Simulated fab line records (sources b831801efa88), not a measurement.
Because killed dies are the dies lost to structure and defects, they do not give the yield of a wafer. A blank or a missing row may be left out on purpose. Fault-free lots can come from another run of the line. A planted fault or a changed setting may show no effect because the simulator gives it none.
fab line records    flow sky130
record lots=6  wafers=18  lastDay=50
route steps=708 shown FIELD_ISO@3 PAD_OPEN@708
lots that met no fault: from a run of the same line without faults
startH: hours from the record's first day to the start of the lot's first wafer shown    waitH: how many hours have passed since the lot's step before this one    " same as the row above    L1.1+2: several wafers, shown together as one row    - no value present, or no start provided    * or withheld: withheld    < > ~ a bound
route shown NAME@n: a module of which the file shows steps, and the number in the route of the first    usual: mean and standard deviation over wafers with no fault    same: alike in all rows    chamber/n: place in a boat    sites: each site's reading    _std_site: the values' standard deviation    _edge_site: outer sites' mean less inner sites'    radiusMm: for every site, how far away it sits from the centre of the wafer    mask NAME#n: copy n    behind: the tool/chamber that last shaped the wafer    hold: why the lot was held/for how many hours/how that ended    device: whichever transistor did not switch (one of n, p or np)    end of line: tests of these same wafers at the route's end    for a step that has no rows: nothing shown but its recipe    killed: not the wafer's yield, but the dies lost to structure and defects at the first sort    map: per-die view of a wafer (x killed, . not killed, _ where there is no die)
set.NAME: the setting the step ran with; set.NAME@STEP: the setting that earlier step ran with    model.NAME: the simulator's own value behind a step, which no gauge read
lots at selected steps of the route; one table per step, one row per wafer
services: the hour from which a tool's chamber was out of use, counted from the record's first day as startH (under 0 if before that day), plus the number of hours and why
## steps
# step SKY_FIELD_ISO_THK_MEAS_02
# recipe reads=SiO2_of_FIELD_ISO_OXIDATION_01
# usual FIELD_ISO_OXIDATION_00_THK=11.99/0.24
lot.wafer  tool          chamber  startH  waitH  FIELD_ISO_OXIDATION_00_THK[nm]
L666.4     filmMetro-03  -        16.66   0.0    12.18
L666.5     "             -        "       "      12.20
L666.6     "             -        "       "      12.24
L677.1     filmMetro-04  -        73.04   0.0    12.26
L677.4     "             -        "       "      12.44
L677.5     "             -        "       "      12.59
L679.1     filmMetro-03  -        83.26   0.0    12.07
L679.3     "             -        "       "      12.10
L679.6     "             -        "       "      12.15
L682.1     filmMetro-04  -        97.82   0.0    12.03
L682.3     "             -        "       "      12.12
L682.6     "             -        "       "      12.17
L687.2     filmMetro-04  -        122.64  0.0    12.17
L687.4     "             -        "       "      11.98
L687.6     "             -        "       "      12.00
L688.2     filmMetro-01  -        126.86  0.0    11.91
L688.3     "             -        "       "      11.65
L688.4     "             -        "       "      11.86
# step SKY_FIELD_ISO_CVD_03
# recipe material=Si3N4  precursor=DCS/NH3  targetThkNm=165  tempC=770  timeS=2830  pressureMtorr=250
# step SKY_FIELD_ISO_THK_MEAS_04
# recipe reads=Si3N4_of_FIELD_ISO_CVD_03
# usual FIELD_ISO_CVD_03_THK=164.1/1.5
lot.wafer  tool          chamber  startH  waitH  FIELD_ISO_CVD_03_THK[nm]
L666.4     filmMetro-01  -        20.15   0.0    162.5
L666.5     "             -        "       "      164.3
L666.6     "             -        "       "      162.8
L677.1     filmMetro-01  -        74.88   0.0    165.5
L677.4     "             -        "       "      165.2
L677.5     "             -        "       "      165.5
L679.1     filmMetro-04  -        85.11   0.0    164.3
L679.3     "             -        "       "      163.8
L679.6     "             -        "       "      161.7
L682.1     filmMetro-01  -        99.76   0.0    164.5
L682.3     "             -        "       "      163.4
L682.6     "             -        "       "      162.9
L687.2     filmMetro-03  -        126.46  0.0    164.9
L687.4     "             -        "       "      164.8
L687.6     "             -        "       "      163.6
L688.2     filmMetro-04  -        130.66  0.0    164.7
L688.3     "             -        "       "      164.9
L688.4     "             -        "       "      164.9
# step SKY_FIELD_ISO_DEHYDRATE_05
# recipe tempC=200  timeS=60
# step SKY_FIELD_ISO_HMDS_06
# recipe primeTimeS=60  primeTempC=120
# step SKY_FIELD_ISO_COAT_07
# recipe resist=BARC  tempC=withheld  timeS=withheld  spinRpm=3000  resistThkNm=60
# step SKY_FIELD_ISO_COAT_08
# recipe resist=KrF-thick  spinRpm=3000  resistThkNm=450
# step SKY_FIELD_ISO_SOFTBAKE_09
# recipe tempC=100  timeS=90  resist=KrF-thick
# step SKY_FIELD_ISO_EXPOSE_10
# recipe maskId=FOM  na=0.68  sourceShape=annular  sigmaInner=0.4  sigmaOuter=0.8  targetCdNm=150  doseMj=28
# step SKY_FIELD_ISO_PEB_11
# recipe pebTempC=withheld  pebTimeS=withheld  resist=KrF-thick
# step SKY_FIELD_ISO_DEVELOP_12
# recipe developTimeS=60  resist=KrF-thick  devTempC=21
# step SKY_FIELD_ISO_CD_MEAS_13
# recipe targetCdNm=150
# usual cdNm=149.9/1.4
lot.wafer  tool      chamber  startH  waitH  cdNm
L666.4     cdSem-02  -        34.80   -      147.4
L666.5     "         -        "       "      148.1
L666.6     "         -        "       "      148.9
L677.1     cdSem-01  -        92.31   -      151.7
L677.4     "         -        "       "      150.4
L677.5     "         -        "       "      150.2
L679.1     cdSem-02  -        101.74  -      149.0
L679.3     "         -        "       "      152.0
L679.6     "         -        "       "      149.5
L682.1     cdSem-02  -        116.58  -      150.5
L682.3     "         -        "       "      149.8
L682.6     "         -        "       "      148.7
L687.2     cdSem-01  -        145.98  -      149.5
L687.4     "         -        "       "      147.0
L687.6     "         -        "       "      146.8
L688.2     cdSem-01  -        150.55  -      149.7
L688.3     "         -        "       "      150.7
L688.4     "         -        "       "      149.7
# step SKY_FIELD_ISO_ETCH_14
# recipe chemistry=N2/H2  target=BARC  ionEnergyEv=200  sourceW=500  biasW=100  pressureMtorr=30  n2FlowSccm=100  h2FlowSccm=200  stopOn=SiO2  timeS=45.9  targetDepthA=600
# usual drypumpMotorCurrentA=5.7/0.57  h2FlowSccm=200.0/0.52  oesProductAu=0.854/0.0046  throttleValvePct=13.225/0.011
lot.wafer  tool        chamber  startH  waitH  drypumpMotorCurrentA  h2FlowSccm  oesProductAu  rfHoursCounterH  throttleValvePct  model.KrF-thick_of_FIELD_ISO_COAT_08.thkNm  model.etch.depthNm  model.FIELD_ISO.cdNm
L666.4     rieDiel-01  2        34.86   0.0    6.4                   200.8       0.853         1                13.224            390.2                                       60.08               146.9
L666.5     "           0        "       "      6.5                   200.9       0.845         -                13.238            390.3                                       59.98               147.2
L666.6     "           3        "       "      5.2                   200.0       0.860         -                13.238            390.2                                       60.11               148.7
L677.1     rieDiel-02  3        92.43   0.1    5.0                   199.9       0.854         84               13.220            392.5                                       59.91               150.7
L677.4     "           0        "       "      5.7                   199.7       0.848         115              13.229            392.9                                       59.95               151.1
L677.5     "           3        "       "      5.0                   199.9       0.842         -                13.222            391.9                                       60.07               149.3
L679.1     rieDiel-02  3        101.86  0.1    5.0                   199.9       0.818         84               13.216            406.4                                       56.17               151.8
L679.3     "           1        "       "      5.3                   199.7       0.825         124              13.226            405.6                                       56.1                154.1
L679.6     "           3        "       "      5.0                   199.0       0.829         -                13.232            406.2                                       56.51               152
L682.1     rieDiel-02  2        116.70  0.1    5.6                   200.2       0.836         121              13.214            404.5                                       57.06               153.6
L682.3     "           3        "       "      5.0                   199.1       0.827         84               13.233            406.6                                       56.13               151.4
L682.6     "           2        "       "      5.6                   200.1       0.831         -                13.220            405.6                                       56.89               151.5
L687.2     rieDiel-03  1        146.08  0.1    6.1                   199.4       0.862         138              13.217            394                                         60.11               148.4
L687.4     "           3        "       "      6.6                   200.0       0.852         -                13.246            395.1                                       59.91               146.6
L687.6     "           3        "       "      6.6                   199.8       0.845         -                13.212            393.9                                       59.9                147
L688.2     rieDiel-03  1        150.65  0.1    6.2                   200.0       0.860         138              13.225            390.5                                       60.1                148.6
L688.3     "           0        "       "      5.7                   200.3       0.851         155              13.212            390.1                                       60.08               150.2
L688.4     "           1        "       "      6.2                   200.2       0.850         -                13.221            390.7                                       60.03               148.1
# step SKY_FIELD_ISO_ETCH_15
# recipe chemistry=CHF3/O2  targetDepthNm=180  stopOn=Si  sourceW=600  biasW=200  pressureMtorr=40  chf3FlowSccm=50  O2_flow_sccm=5  timeS=72
# usual drypumpMotorCurrentA=5.7/0.57  oesProductAu=0.942/0.007  throttleValvePct=8.842/0.01
lot.wafer  tool        chamber  startH  waitH  drypumpMotorCurrentA  oesProductAu  rfHoursCounterH  throttleValvePct  model.KrF-thick_of_FIELD_ISO_COAT_08.thkNm
L666.4     rieDiel-01  2        34.90   0.0    6.4                   0.948         1                8.811             231.9
L666.5     "           0        "       "      6.5                   0.942         -                8.833             231.2
L666.6     "           3        "       "      5.2                   0.945         -                8.829             228.4
L677.1     rieDiel-02  3        92.47   0.0    5.0                   0.940         84               8.823             235.7
L677.4     "           0        "       "      5.7                   0.940         115              8.851             239.3
L677.5     "           3        "       "      5.0                   0.952         -                8.849             234
L679.1     rieDiel-02  3        101.90  0.0    5.0                   0.904         84               8.832             249
L679.3     "           1        "       "      5.3                   0.898         124              8.844             249.3
L679.6     "           3        "       "      5.0                   0.900         -                8.846             250.1
L682.1     rieDiel-02  2        116.75  0.0    5.6                   0.930         121              8.842             243.2
L682.3     "           3        "       "      5.0                   0.907         84               8.834             245.8
L682.6     "           2        "       "      5.6                   0.926         -                8.832             244.2
L687.2     rieDiel-03  1        146.14  0.0    6.2                   0.946         138              8.855             237.3
L687.4     "           3        "       "      6.5                   0.947         -                8.853             242.1
L687.6     "           3        "       "      6.5                   0.941         -                8.852             240.1
L688.2     rieDiel-03  1        150.70  0.0    6.2                   0.943         138              8.823             231.8
L688.3     "           0        "       "      5.7                   0.946         155              8.843             230.6
L688.4     "           1        "       "      6.2                   0.945         -                8.835             232.2
# step SKY_FIELD_ISO_STRIP_16
# recipe chemistry=O2/N2  powerW=1400  pressureMtorr=1500  platenTempC=withheld  o2FlowSccm=3000  n2FlowSccm=300  overashFraction=0.5
# usual drypumpMotorCurrentA=5.8/0.35  oesProductAu=0.377/0.0042  stripTimeToEndpointS=3.54/0.044
lot.wafer  tool            chamber  startH  waitH  drypumpMotorCurrentA  oesProductAu  rfHoursCounterH  stripTimeToEndpointS
L666.4     plasmaAsher-01  0        34.99   0.1    5.3                   0.368         -                3.50
L666.5     "               0        "       "      5.3                   0.373         -                3.49
L666.6     "               1        "       "      6.2                   0.381         -                3.46
L677.1     plasmaAsher-03  1        92.53   0.0    5.8                   0.371         24               3.54
L677.4     "               0        "       "      6.3                   0.381         -                3.59
L677.5     "               0        "       "      6.3                   0.372         -                3.53
L679.1     plasmaAsher-01  0        101.95  0.0    5.3                   0.381         43               3.68
L679.3     "               0        "       "      5.3                   0.384         -                3.69
L679.6     "               0        "       "      5.3                   0.386         -                3.71
L682.1     plasmaAsher-01  1        116.80  0.0    6.2                   0.382         45               3.64
L682.3     "               0        "       "      5.3                   0.383         -                3.65
L682.6     "               0        "       "      5.3                   0.377         -                3.63
L687.2     plasmaAsher-02  0        146.22  0.1    5.8                   0.383         46               3.57
L687.4     "               1        "       "      5.6                   0.382         -                3.61
L687.6     "               1        "       "      5.6                   0.380         -                3.60
L688.2     plasmaAsher-02  1        150.75  0.0    5.6                   0.375         47               3.50
L688.3     "               1        "       "      5.6                   0.374         -                3.48
L688.4     "               0        "       "      5.9                   0.377         -                3.50
# step SKY_FIELD_ISO_ETCH_17
# recipe targetDepthA=3420  maskMaterial=Si3N4  chemistry=HBr/Cl2/O2  target=Si  taperDeg=5  icpW=600  biasW=150  pressureMtorr=15  HBr_flow_sccm=150  Cl2_flow_sccm=40  O2_flow_sccm=6  timeS=97.7
# usual drypumpMotorCurrentA=5.8/0.6  oesProductAu=0.999/0.011  throttleValvePct=25.658/0.01
lot.wafer  tool      chamber  startH  waitH  drypumpMotorCurrentA  oesProductAu  rfHoursCounterH  throttleValvePct
L666.4     rieSi-01  0        35.05   0.0    5.8                   1.015         3                25.657
L666.5     "         2        "       "      5.6                   0.994         -                25.643
L666.6     "         1        "       "      6.5                   0.996         -                25.652
L677.1     rieSi-01  0        92.63   0.1    5.8                   1.010         3                25.647
L677.4     "         2        "       "      5.5                   0.992         24               25.654
L677.5     "         0        "       "      5.8                   0.999         -                25.664
L679.1     rieSi-02  3        102.05  0.1    5.0                   1.010         22               25.639
L679.3     "         2        "       "      6.3                   0.999         0                25.656
L679.6     "         3        "       "      5.0                   1.003         -                25.645
L682.1     rieSi-02  1        116.90  0.1    6.6                   0.982         33               25.661
L682.3     "         0        "       "      5.8                   1.001         62               25.649
L682.6     "         1        "       "      6.5                   0.985         -                25.656
L687.2     rieSi-01  3        146.32  0.1    4.9                   0.988         1                25.673
L687.4     "         1        "       "      6.6                   0.988         1                25.668
L687.6     "         0        "       "      5.8                   1.017         -                25.656
L688.2     rieSi-01  2        150.85  0.1    5.5                   0.995         25               25.661
L688.3     "         3        "       "      4.9                   0.984         1                25.659
L688.4     "         0        "       "      5.8                   1.017         4                25.646
# step SKY_PAD_OPEN_PROBE_99
# usual killed_at_M0_to_M3=42/6.4  killed_at_M4_up=3.2/1.9  killedAtContacts=24/4.8  killedAtFrontEnd=16/4.4  killedAtOther=0.3/0.55  killedDies=86/8.6  killedOpen=46/6.6  killedShort=39/5.7
# same grossDies=492  killedAtBackSide=0
lot.wafer  tool       chamber  startH   waitH  killed_at_M0_to_M3  killed_at_M4_up  killedAtContacts  killedAtFrontEnd  killedAtOther  killedDies  killedOpen  killedShort
L666.4     prober-02  -        1084.20  0.2    34                  2                25                15                0              76          42          33
L666.5     prober-02  -        1084.25  0.2    41                  5                17                17                0              80          37          43
L666.6     prober-02  -        1084.30  0.2    48                  0                23                13                0              84          48          35
L679.1     prober-01  -        1153.92  0.1    47                  5                25                34                0              111         56          32
L679.3     prober-01  -        1154.02  0.2    41                  2                29                16                0              88          39          41
L679.6     prober-01  -        1154.17  0.2    36                  3                32                37                0              108         49          37
L682.1     prober-01  -        1172.37  0.1    47                  3                21                25                0              96          48          39
L682.3     prober-01  -        1172.47  0.2    40                  2                20                25                0              87          37          34
L682.6     prober-01  -        1172.62  0.2    40                  6                15                35                0              96          41          39
# killed by level:class
L666.4 LOCAL_INTERCONNECT:geometricParticle:short=8 POLY_GATE:geometricParticle:open=7 VIA2:geometricParticle:open=7 VIA3:geometricParticle:open=7 CONTACT:geometricParticle:open=6 METAL1:geometricParticle:short=6 VIA1:geometricParticle:open=5 POLY_GATE:geometricParticle:short=4
L666.5 METAL2:geometricParticle:short=8 VIA1:geometricParticle:open=6 FIELD_ISO:geometricParticle:short=5 CONTACT:geometricParticle:open=5 METAL1:geometricParticle:short=5 VIA2:geometricParticle:open=5 POLY_GATE:geometricParticle:open=4 LOCAL_INTERCONNECT:geometricParticle:short=4
L666.6 LOCAL_INTERCONNECT:geometricParticle:short=8 METAL1:geometricParticle:short=8 VIA1:geometricParticle:open=8 VIA3:geometricParticle:open=8 VIA2:geometricParticle:open=7 LI_CONTACT:geometricParticle:open=5 METAL1:geometricParticle:open=5 CONTACT:geometricParticle:short=4
L679.1 FIELD_ISO:areaEtch=23 VIA1:geometricParticle:open=16 LI_CONTACT:geometricParticle:open=9 VIA2:geometricParticle:open=8 CONTACT:geometricParticle:open=7 VIA1:geometricParticle:short=6 VIA3:geometricParticle:open=6 CONTACT:geometricParticle:short=5
L679.3 LI_CONTACT:geometricParticle:open=9 VIA2:geometricParticle:open=8 FIELD_ISO:areaEtch=8 VIA1:geometricParticle:short=6 METAL1:geometricParticle:short=6 VIA1:geometricParticle:open=6 LOCAL_INTERCONNECT:geometricParticle:short=5 CONTACT:geometricParticle:open=5
L679.6 FIELD_ISO:areaEtch=22 CONTACT:geometricParticle:open=12 CONTACT:geometricParticle:short=9 VIA1:geometricParticle:open=9 LI_CONTACT:geometricParticle:open=8 VIA2:geometricParticle:open=6 VIA3:geometricParticle:short=5 VIA2:geometricParticle:short=4
L682.1 VIA3:geometricParticle:open=12 FIELD_ISO:areaEtch=9 VIA1:geometricParticle:open=8 POLY_GATE:geometricParticle:open=6 METAL1:geometricParticle:short=6 METAL2:geometricParticle:short=6 LI_CONTACT:geometricParticle:open=5 CONTACT:geometricParticle:short=5
L682.3 FIELD_ISO:areaEtch=16 VIA1:geometricParticle:open=9 LI_CONTACT:geometricParticle:open=6 METAL1:geometricParticle:short=6 VIA3:geometricParticle:open=6 LI_CONTACT:geometricParticle:short=5 METAL2:geometricParticle:short=5 CONTACT:geometricParticle:open=4
L682.6 FIELD_ISO:areaEtch=16 VIA1:geometricParticle:open=11 CONTACT:geometricParticle:open=7 VIA1:geometricParticle:short=6 METAL2:geometricParticle:short=6 VIA2:geometricParticle:open=6 FIELD_ISO:geometricParticle:short=5 LI_CONTACT:geometricParticle:open=5
# map L679.1 (x killed, . not)
__________x.xxxxxxx._________
________xx..x..x.xxxxx_______
______..............x..._____
_____.....xx..x..x.....x.____
____x..........x..........___
___....x.x.......x.x....x.x__
__...............x......x.x._
_....x......x........x..x....
_.x..xx..x........x.......x.x
_......x..x.....x..xx...xx...
_.......xx.........x.........
_x.x.x.x....x..xx...x...x....
_.x..x...x.......x..x..x...x.
_..x..x.....x..x..xxx....xx.x
_.......x.........x.....x..x.
__..x.......x.x.....x.....xx_
___.....x.....x......x..xxx__
____............x.....x.xx___
_____...........xx.....xx____
______..xx.........x...x_____
________.......x.....x_______
__________.........._________
# map L682.1 (x killed, . not)
__________...x......_________
________........x....._______
______........x........x_____
_____x...........x...x...____
____.....................x___
___.............x..........__
__.x.....x.x.x.x.x.x...x...x_
_.xxx.xxx.x..x.xxx.x..x....x.
_......xx.x.......x.......x.x
_.x..x..xx...x......x........
_.x..............xx.xxx..x...
_...........xx............x..
_xx.....x.x.....xx.....x...x.
_x..........x..x.....x.x.x..x
_............x.............x.
__....x...x.....xx..x..x..x._
___.xx....x.x......x.......__
____..x......x....xx.x....___
_____..x.x........x......____
______......x..x.......x_____
________.............._______
__________......x.x._________
## services
tool            chamber  startH  hours  kind
rieDiel-02      -        24.71   2.8    pm
rieDiel-03      -        27.31   11.2   repair
rieSi-01        2        35.27   5.4    repair
rieDiel-02      2        38.99   2.0    repair
rieDiel-01      0        44.21   -      clean
rieDiel-01      0        44.21   21.5   scheduledDown
rieDiel-01      0        44.21   21.5   ventCycle
rieDiel-03      3        46.41   7.9    repair
rieSi-02        2        51.83   -      clean
rieSi-02        2        51.83   18.2   scheduledDown
rieSi-02        2        51.83   18.2   ventCycle
rieSi-01        3        56.55   -      clean
rieSi-01        3        56.55   12.6   scheduledDown
rieSi-01        3        56.55   12.6   ventCycle
rieDiel-02      1        64.43   6.2    repair
rieDiel-01      1        70.59   3.3    repair
plasmaAsher-02  -        85.69   3.4    repair
plasmaAsher-02  -        86.68   9.3    repair
rieSi-02        0        105.60  1.4    repair
plasmaAsher-03  -        114.31  2.8    pm
rieDiel-03      0        129.47  19.7   repair
plasmaAsher-02  -        133.16  0.7    repair
rieDiel-03      2        144.74  12.1   repair
## key
firstSign step=SKY_FIELD_ISO_ETCH_14  reading=oesProductAu  direction=down  sigmas=5.8  usual=0.854  struck=0.828
effect step=SKY_FIELD_ISO_ETCH_15  reading=oesProductAu  direction=down  sigmas=4.4  usual=0.942  struck=0.911
effect step=SKY_FIELD_ISO_STRIP_16  reading=stripTimeToEndpointS  direction=up  sigmas=3  usual=*  struck=*
effect step=SKY_PAD_OPEN_PROBE_99  reading=killedAtFrontEnd  direction=up  sigmas=3  usual=16  struck=29  wafersMoved=5
modelEffect step=SKY_FIELD_ISO_ETCH_14  value=KrF-thick_of_FIELD_ISO_COAT_08.thkNm  without=393.2  struck=405.8
modelEffect step=SKY_FIELD_ISO_ETCH_15  value=KrF-thick_of_FIELD_ISO_COAT_08.thkNm  without=234.3  struck=246.9
moreKillsBornAt SKY_FIELD_ISO_ETCH_14@rieDiel-02=94
metAt SKY_FIELD_ISO_ETCH_14
struckWafers L679.1,L679.3,L679.6,L682.1,L682.3,L682.6
testerLeftOut L679,L682
onsetBetween 92.43 101.86
fault kind=processParameterDrift  tool=rieDiel-02  chamber=-  onsetH=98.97  steps=SKY_FIELD_ISO_ETCH_14  channel=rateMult  offset=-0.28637  shape=step  endH=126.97
# testerLeftOut: of these lots the tester's yield and bins aren't shown, on N5 and GAA mostly nor the transistor test; their killed dies are dies lost to structure and defects alone, not to doping, threshold or leakage, so they don't give the yield
